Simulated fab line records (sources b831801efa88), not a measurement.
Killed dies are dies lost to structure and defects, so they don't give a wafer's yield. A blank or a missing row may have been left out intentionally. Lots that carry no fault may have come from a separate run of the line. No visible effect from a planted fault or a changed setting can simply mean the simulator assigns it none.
One fault through the eyes of 2 desks + flow gf180mcu + every desk sees just its own numbers, and what lay behind them comes last

## FOR THE TOOL OWNER'S DESK: implanter-03
The tool's own readings at GF_NWELL_IMPLANT_08, given as means over the sampled wafers that have a number, one for each lot that went through this tool. If a lot's mean is further than 4 standard deviations from the usual mean, the lot is out of limits and carries the mark OUT (the distance appears in the brackets).
Columns: A = tilt-deg at GF_NWELL_IMPLANT_08, usual 0.002 degrees
| lot  | first seen here | A      |
|------|-----------------|--------|
| L238 | day 3 08:32     | -0.009 |
| L241 | day 3 23:21     | -0.001 |
| L247 | day 5 07:04     | 0.021  |
| L250 | day 5 23:57     | -0.015 |
| L253 | day 6 15:56     | 0.005  |
Finding of this desk: none of the 5 lots has anything out of limits.

## THE METROLOGY DESK
What the gauges read for every lot (on any tool): the sampled wafers with a number, averaged. If a lot's mean is further than 4 standard deviations from the usual mean, the lot is out of limits and carries the mark OUT (the distance appears in the brackets).
Columns: A = DNWELL_TW at GF_DNWELL_TW_MEAS_09, usual 1361; B = NWELL_OVL at GF_NWELL_OVL_MEAS_07, usual -1.1 nm; C = NWELL_TW at GF_NWELL_TW_MEAS_11, usual 1592; D = NWELL_RS at GF_VT_IMPLANT_RS_MEAS_47, usual 487.2 ohm/sq
| lot  | first seen here | A    | B    | C               | D               |
|------|-----------------|------|------|-----------------|-----------------|
| L238 | day 2 19:47     | 1353 | -1.2 | 1607            | 487.9           |
| L240 | day 3 04:49     | 1366 | -0.8 | 1609            | 488.4           |
| L241 | day 3 10:36     | 1380 | -1.6 | 1584            | 487.3           |
| L243 | day 3 21:04     | 1362 | -0.4 | 1584            | 488.6           |
| L245 | day 4 07:40     | 1364 | -2.2 | 1589            | 486.1           |
| L246 | day 4 12:43     | 1361 | -1.4 | 1601            | 487.1           |
| L247 | day 4 16:40     | 1339 | -1.8 | 1597            | 487.0           |
| L248 | day 5 00:07     | 1337 | -1.6 | 1584            | 487.3           |
| L250 | day 5 09:31     | 1357 | -2.7 | 1530 (-6.8) OUT | 527.0 (+33) OUT |
| L253 | day 6 01:31     | 1354 | -1.2 | 1532 (-6.5) OUT | 525.5 (+32) OUT |
| L258 | day 7 11:41     | 1354 | -0.4 | 1596            | 487.4           |
| L260 | day 7 18:51     | 1357 | -0.6 | 1595            | 488.3           |
| L261 | day 8 02:22     | 1368 | -0.1 | 1584            | 486.8           |
This desk finds L250, L253 out of limits, with the earliest case on L250 at day 6 00:19 (NWELL_TW at GF_NWELL_TW_MEAS_11). In limits: L238, L240, L241, L243, L245, L246, L247, L248, L258, L260, L261.

## TAKEN TOGETHER
Metrology desk: alarm possible at day 6 00:19 on L250, L253.
The desk of the tool owner found nothing out of limits.
On record at the tool owner's desk: L250, L253, within its limits.
Of the lots named, all ran GF_NWELL_IMPLANT_08 on implanter-03.

## WHAT HAD BEEN PUT IN BY THE SIMULATOR
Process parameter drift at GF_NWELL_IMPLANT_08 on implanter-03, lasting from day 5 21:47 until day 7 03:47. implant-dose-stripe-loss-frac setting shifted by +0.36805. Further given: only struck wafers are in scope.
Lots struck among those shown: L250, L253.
Hours from the fault's start to each desk's first reading out of limits: the metrology desk, 3.
